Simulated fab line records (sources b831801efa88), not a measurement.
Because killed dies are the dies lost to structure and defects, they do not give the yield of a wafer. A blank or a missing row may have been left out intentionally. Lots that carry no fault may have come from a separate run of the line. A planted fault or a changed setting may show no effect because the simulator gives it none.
The same fault as seen by 2 desks || flow gf180mcu || numbers are kept per desk, each desk with only its own; the story behind them comes last

## TOOL OWNER'S DESK, plasma-asher-01
The tool's own readings at GF_MIM_STRIP_20 (strips in O2/N2): means of the sampled wafers that have a number, for each lot that ran on this tool. A lot is out of limits, marked OUT, if its mean lies more than 4 standard deviations from the usual mean; the brackets give that distance.
Columns: A = chamber-pressure-mTorr at GF_MIM_STRIP_20, usual 1500.0 mTorr; B = drypump-motor-current-A at GF_MIM_STRIP_20, usual 5.73 A; C = heater-power-w at GF_MIM_STRIP_20, usual 331 W; D = n2-flow-sccm at GF_MIM_STRIP_20, usual 299.9 sccm; E = oes-product-au at GF_MIM_STRIP_20, usual 0.692 a.u.; F = strip-time-to-endpoint-s at GF_MIM_STRIP_20, usual 11.23 s
{"lot": "L912", "first seen here": "day 25 04:15", "A": 1500.3, "B": 5.52, "C": 345, "D": 299.6, "E": 0.692, "F": 11.24}
{"lot": "L919", "first seen here": "day 27 20:00", "A": 1499.8, "B": 5.54, "C": 346, "D": 300.2, "E": 0.688, "F": 11.17}
{"lot": "L927", "first seen here": "day 30 08:49", "A": 1500.5, "B": 5.59, "C": 322, "D": 300.3, "E": 0.695, "F": 11.25}
{"lot": "L929", "first seen here": "day 30 15:15", "A": 1501.5, "B": 5.59, "C": 322, "D": 299.4, "E": 0.694, "F": 11.27}
Finding of this desk: none of the 4 lots has anything out of limits.

## FROM THE METROLOGY DESK
What the gauges read, lot by lot, whatever tool the lot ran on: means of the sampled wafers that have a number. A lot is out of limits, marked OUT, if its mean lies more than 4 standard deviations from the usual mean; the brackets give that distance.
Columns: A = cd-nm at GF_PSD_CD_MEAS_07, usual 400.2 nm; B = cd-nm at GF_SAB_CD_MEAS_09, usual 419.3 nm
{"lot": "L912", "first seen here": "day 14 00:10", "A": 400.8, "B": 418.4}
{"lot": "L915", "first seen here": "day 15 05:10", "A": 401.9, "B": 421.2}
{"lot": "L917", "first seen here": "day 15 22:39", "A": 404.0, "B": 424.3}
{"lot": "L918", "first seen here": "day 16 08:21", "A": 398.9, "B": 419.1}
{"lot": "L919", "first seen here": "day 16 18:35", "A": 400.0, "B": 421.0}
{"lot": "L922", "first seen here": "day 18 00:55", "A": 398.9, "B": 418.0}
{"lot": "L927", "first seen here": "day 19 15:32", "A": 396.3, "B": 418.7}
{"lot": "L929", "first seen here": "day 20 04:36", "A": 399.8, "B": 418.1}
{"lot": "L930", "first seen here": "day 20 10:54", "A": 397.8, "B": 420.0}
{"lot": "L933", "first seen here": "day 21 15:22", "A": 397.4, "B": 416.4}
{"lot": "L934", "first seen here": "day 22 00:08", "A": 399.4, "B": 421.1}
{"lot": "L935", "first seen here": "day 22 09:00", "A": 401.5, "B": 419.6}
Finding of this desk: none of the 12 lots has anything out of limits.

## TAKEN TOGETHER
Nothing out of limits was seen by the tool owner's desk.
The metrology desk saw nothing out of limits.

## WHAT THE SIMULATOR HAD INSERTED
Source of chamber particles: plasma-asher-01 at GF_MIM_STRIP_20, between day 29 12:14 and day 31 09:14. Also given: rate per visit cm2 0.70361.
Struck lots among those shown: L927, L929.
